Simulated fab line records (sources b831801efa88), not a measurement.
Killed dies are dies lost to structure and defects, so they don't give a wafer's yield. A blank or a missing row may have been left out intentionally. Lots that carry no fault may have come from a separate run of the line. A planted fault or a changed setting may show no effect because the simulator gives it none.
Problem report, 8D (eight disciplines) form, completed by code + flow gf180mcu + the parts of the form that need people (team, actions taken, sign-off) are left out

## 1. PROBLEM STATEMENT
A mean of 5584.0 W is read at GF_MIM_SPUTTER_07 for cathodeDcPowerW, taken on 1 wafer of 1 lot, against 6500.0 W (standard deviation 1.1) on wafers free of any fault. So: -99 or more standard deviations from the usual mean.
The step: material TiN, target thk 60 nm, time 50 s.
Seen first at day 29 20:51 on pvdSputter-01, wafer L572.1. Wafers with a number at this step in the record: 33, from 11 lots. By rule, "out" or "out of limits" means more than 4 standard deviations away from the usual mean. The rest of the wafers with a number are treated as sound.

## 2. WHAT IT IS; WHAT IT IS NOT
| question                    | is                | is not                                                                          |
|-----------------------------|-------------------|---------------------------------------------------------------------------------|
| which readings at this step | cathodeDcPowerW   | throttleValvePct                                                                |
| which lots                  | L572              | L557, L561, L562, L563, L564, L565, L570, L574, L576, L579                      |
| which wafers of those lots  | L572.1            | L572.2, L572.3                                                                  |
| read on which tools         | pvdSputter-01     | pvdSputter-02, pvdSputter-03                                                    |
| when                        | from day 29 20:51 | up to then (23 sound wafers); but 9 sound wafers of L574, L576, L579 came after |

## 3. SUSPECTS, AND WHAT RULES EACH OUT
Counting: if a tool at a process step up to the reading ran every lot that is out, it stays a suspect. Sound lots after the first of them don't rule it out here, since some wafers of a struck lot are sound.
- pecvd-01 at GF_V4_CVD_02 (deposits SiO2 from TEOS, target thk 850 nm, time 94.851 s): kept. It processed L572, the lot that is out, at day 28 23:09, and its most recent sound lot before then was L557 at day 23 18:19.
- rieDiel-01 at GF_V4_ETCH_17 (etches SiO2 in C4F8/O2/Ar, stops on TiN, target depth 630 nm): kept. It processed L572, the lot that is out, at day 29 20:51, and its most recent sound lot before then was L564 at day 28 06:49. GF_V4_ETCH_17: start missing for some lots; hours and lot order therefore follow GF_MIM_SPUTTER_07.
- pvdSputter-01 at GF_MIM_SPUTTER_07 (material TiN, target thk 60 nm, time 50 s): kept. It processed L572, the lot that is out, at day 29 20:51, and its most recent sound lot before then was L565 at day 28 04:52. On those wafers its own readings are out: cathodeDcPowerW.
- At GF_V4_CVD_02, inside pecvd-01: chamber 1 took the wafers that are out, while their sound lot-mates went through chambers 0, 2.
- At GF_V4_ETCH_17, inside rieDiel-01: chamber 1 took the wafers that are out, while their sound lot-mates went through chambers 0, 2.
Still standing after the count: pecvd-01 at GF_V4_CVD_02, rieDiel-01 at GF_V4_ETCH_17, pvdSputter-01 at GF_MIM_SPUTTER_07.

## 4. THE CAUSE (what the simulator had put in)
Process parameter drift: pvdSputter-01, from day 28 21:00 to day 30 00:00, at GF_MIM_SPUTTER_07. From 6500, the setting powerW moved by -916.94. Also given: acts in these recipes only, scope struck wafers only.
Counting left 3 suspects, and this tool is among them.

## 5. THE EFFECT CHAIN, in route order
Each row: a reading where the mean over the struck wafers with a number is more than 3 standard deviations away from the usual. Scope: only readings with a usual standard deviation given in the record; hours: median across lots of the time from each lot's start at the first step in this table that gives one to its start at this step; sigmas: change in usual standard deviations.
| hours | step                 | reading         | usual      | on struck wafers | change | sigmas      |
|-------|----------------------|-----------------|------------|------------------|--------|-------------|
| 0     | GF_MIM_SPUTTER_07    | cathodeDcPowerW | 6500.0 W   | 5584.0           | -916.0 | -99 or more |
| 19    | GF_MIM_METAL_ETCH_19 | oesProductAu    | 0.942 a.u. | 0.923            | -0.019 | -3.4        |
The process steps in it:
- GF_MIM_SPUTTER_07: material TiN, target thk 60 nm, time 50 s.
- GF_MIM_METAL_ETCH_19: etches the open film in Cl2/BCl3, stops on Si3N4, target depth 324.5 nm, time 54.1 s.

## 6. WHAT WOULD HAVE CAUGHT IT SOONER
In this record the first reading out of limits was taken at day 29 20:51, 24 hours after the fault began at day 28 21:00.
